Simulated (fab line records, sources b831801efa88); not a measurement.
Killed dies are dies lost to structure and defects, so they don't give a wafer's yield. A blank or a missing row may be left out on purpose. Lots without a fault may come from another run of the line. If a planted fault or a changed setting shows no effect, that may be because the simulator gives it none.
Matching of chambers	flow gf180mcu	GF_V1_CMP_26 on cmp-02: 4 sister chambers
The step polishes, stops on SiO2, t overpolish 15 s, target thk 0 nm. 7 wafers are shown with their chamber, then 6 later ones without.

EACH WAFER AND ITS CHAMBER
wafer	chamber	motor current A (A)	time to endpoint s (s)
L292.3	2	11.9	84
L293.6	0	10.4	90
L311.1	1	11.7	95
L311.2	0	10.4	92
L313.3	1	11.6	91
L313.4	3	9.5	85
L313.6	3	9.7	84

WAFERS WHOSE CHAMBER IS MISSING
wafer	motor current A (A)	time to endpoint s (s)
L314.1	11.7	93
L314.4	9.7	81
L314.5	11.1	86
L315.1	12.0	90
L315.2	9.4	79
L315.6	11.6	79

WHICH CHAMBER EACH WENT THROUGH
wafer	from the rows above	in truth
L314.1	1	1
L314.4	3	3
L314.5	can't be placed: 1 or 0 or 2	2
L315.1	can't be placed: 2 or 1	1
L315.2	3	3
L315.6	2	2
Correct placement for 4 of the 6. Not placeable from these rows: 2 (in 2, the candidates include the true chamber). Number placed wrongly: 0.
How it was worked out, from the rows above alone: a wafer's distance from a chamber is the root of the sum, over the readings, of the square of ((its reading less the chamber's mean) divided by the reading's scatter). The wafer belongs to the nearest chamber; if the next one is less than 2 further off, it can't be placed. The mean given for a chamber averages the wafers shown for that chamber. The scatter: take each reading less its chamber's mean, square it, sum over the shown wafers, divide by the number of wafers less the number of chambers, and take the root.
